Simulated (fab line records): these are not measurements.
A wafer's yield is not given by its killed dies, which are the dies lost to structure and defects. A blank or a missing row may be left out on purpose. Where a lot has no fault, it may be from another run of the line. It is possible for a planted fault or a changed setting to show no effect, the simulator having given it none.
Problem report, 8D (eight disciplines) form, completed by code ; flow sky130 ; the parts of the form that need people (team, actions taken, sign-off) are left out

== 1. PROBLEM STATEMENT ==
Across 9 wafers from 3 lots, LDD_HVN_OVL at SKY_LDD_HVN_OVL_MEAS_07 averages -87.0 nm, while fault-free wafers read -1.1 nm with a standard deviation of 1.5. Measured from the usual mean, that is -57 standard deviations.
First observed at day 21 21:53: wafer L434.1, on overlay-02. The record holds 39 wafers of 13 lots with a number at this step. Rule for "out" (also "out of limits"): further than 4 standard deviations from the usual mean. All remaining wafers that have a number are taken as sound.

== 2. WHAT THIS IS AND IS NOT ==
question;is;is not
which readings at this step;LDD_HVN_OVL;-
which lots;L433, L434, L437;L429, L431, L432, L439, L442, L445, L446, L447, L448, L450
which wafers of those lots;all that have a number;-
read on which gauges;overlay-01, overlay-02;-
when;from day 21 21:53;"up to then (9 sound wafers); but 21 sound wafers of L439, L442, L445, L446, L447, L448, L450 came after"

== 3. WHAT RULES OUT EACH SUSPECT ==
Counting: a tool at a process step up to the reading stays a suspect if it ran every lot that is out and no sound lot after the first of them.
- the gauge at SKY_LDD_HVN_OVL_MEAS_07 is ruled out. 2 gauges (overlay-01, overlay-02) read the wafers that are out.
- iline-stepper-01 at SKY_LDD_HVN_EXPOSE_04 (exposes mask HVNTM, target cd 700 nm): kept. All lots that are out passed through it, beginning with L434 at day 21 07:01, and no sound lot followed; its final sound lot before that point was L432 at day 21 05:34.
Remaining after the count: iline-stepper-01 at SKY_LDD_HVN_EXPOSE_04.

== 4. THE CAUSE (what the simulator had put in) ==
Scanner matching overlay: iline-stepper-01, from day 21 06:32 on, at SKY_LDD_HVN_EXPOSE_04. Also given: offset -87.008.
After counting, this tool was the only one left.

== 5. THE EFFECT CHAIN, in route order ==
Each row: a reading whose mean over the struck wafers that have a number lies more than 3 standard deviations from the usual. Scope: only readings with a usual standard deviation given in the record; hours: median across lots of the time from each lot's start at the first step in this table that gives one to its start at this step; sigmas: change in usual standard deviations.
hours;step;reading;usual;on struck wafers;change;sigmas
0;SKY_LDD_HVN_OVL_MEAS_07;LDD_HVN_OVL;-1.1 nm;-87.0;-85.9;-57
Later steps that measure or inspect, where all struck wafers having a row at the step show a number for every such reading and not one has moved that far: SKY_LDD_LDN_OVL_MEAS_07.

== 6. HOW IT WOULD HAVE BEEN CAUGHT EARLIER ==
Counted from the fault's start at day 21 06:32, it took 15 hours until the first out-of-limits reading at a measuring or inspecting step in this record, taken at day 21 21:53.
Tool readings at SKY_LDD_HVN_EXPOSE_04 with a usual standard deviation given in the record: none out on any struck wafer, hence no alarm at a limit of 4 standard deviations on them.
Among the 3 lots that are out, L437 began SKY_LDD_HVN_EXPOSE_04 on iline-stepper-01 after day 21 21:53. It would have been spared by a hold on the tool at that moment.
